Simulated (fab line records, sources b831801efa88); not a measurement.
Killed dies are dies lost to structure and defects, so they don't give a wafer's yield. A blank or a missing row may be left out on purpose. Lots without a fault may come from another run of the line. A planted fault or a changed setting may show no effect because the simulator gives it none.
One fault seen from 2 desks | flow gf180mcu | each desk has only its own numbers; what lay behind them comes last

THE TOOL OWNER'S DESK: litho_track-03
The tool's own readings at GF_V1_DEVELOP_13 (develop time 60 s): means of the sampled wafers that have a number, for each lot that ran on this tool. A lot is out of limits, marked OUT, if its mean lies more than 4 standard deviations from the usual mean; the brackets give that distance.
Columns: A = chill_plate_temp_C at GF_V1_DEVELOP_13, usual 23.03 C; B = developer_temp_C at GF_V1_DEVELOP_13, usual 21.00 C
lot  | first seen here | A     | B
L509 | day 18 02:44    | 23.20 | 20.96
L511 | day 18 22:14    | 22.89 | 21.11
L516 | day 20 20:27    | 23.10 | 20.93
L519 | day 21 20:06    | 22.98 | 18.83 (-22) OUT
L520 | day 22 03:27    | 22.97 | 18.89 (-21) OUT
L530 | day 25 06:00    | 23.03 | 21.09
L532 | day 26 06:35    | 22.94 | 21.07
This desk's finding: out of limits on L519, L520; first on L519, day 21 20:06 (developer_temp_C at GF_V1_DEVELOP_13). In limits: L509, L511, L516, L530, L532.

THE METROLOGY DESK
What the gauges read, lot by lot, whatever tool the lot ran on: means of the sampled wafers that have a number. A lot is out of limits, marked OUT, if its mean lies more than 4 standard deviations from the usual mean; the brackets give that distance.
Columns: A = V1_W_RS at GF_V1_RS_MEAS_24, usual 0.327 ohm/sq
lot  | first seen here | A
L509 | day 18 03:56    | 0.332
L511 | day 18 23:26    | 0.332
L512 | day 19 02:02    | 0.328
L516 | day 20 21:40    | 0.331
L519 | day 21 21:17    | 0.322
L520 | day 22 04:39    | 0.324
L521 | day 22 10:40    | 0.317
L522 | day 23 04:04    | 0.328
L523 | day 23 08:45    | 0.331
L529 | day 24 23:47    | 0.323
L530 | day 25 07:13    | 0.325
L531 | day 25 18:59    | 0.324
L532 | day 26 07:46    | 0.329
This desk's finding: nothing out of limits on any of the 13 lots.

PUT TOGETHER
The tool owner's desk could have raised an alarm at day 21 20:06, on L519, L520.
The metrology desk saw nothing out of limits.
The metrology desk has L519, L520 on record, within its limits.
Of the lots named, all ran GF_V1_DEVELOP_13 on litho_track-03.

WHAT THE SIMULATOR HAD PUT IN
Process parameter drift: litho_track-03, from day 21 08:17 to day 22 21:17, at GF_V1_DEVELOP_13. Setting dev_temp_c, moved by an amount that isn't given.
Lots struck among those shown: L519, L520.
Hours from the fault's start to each desk's first reading out of limits: the tool owner's desk, 12.
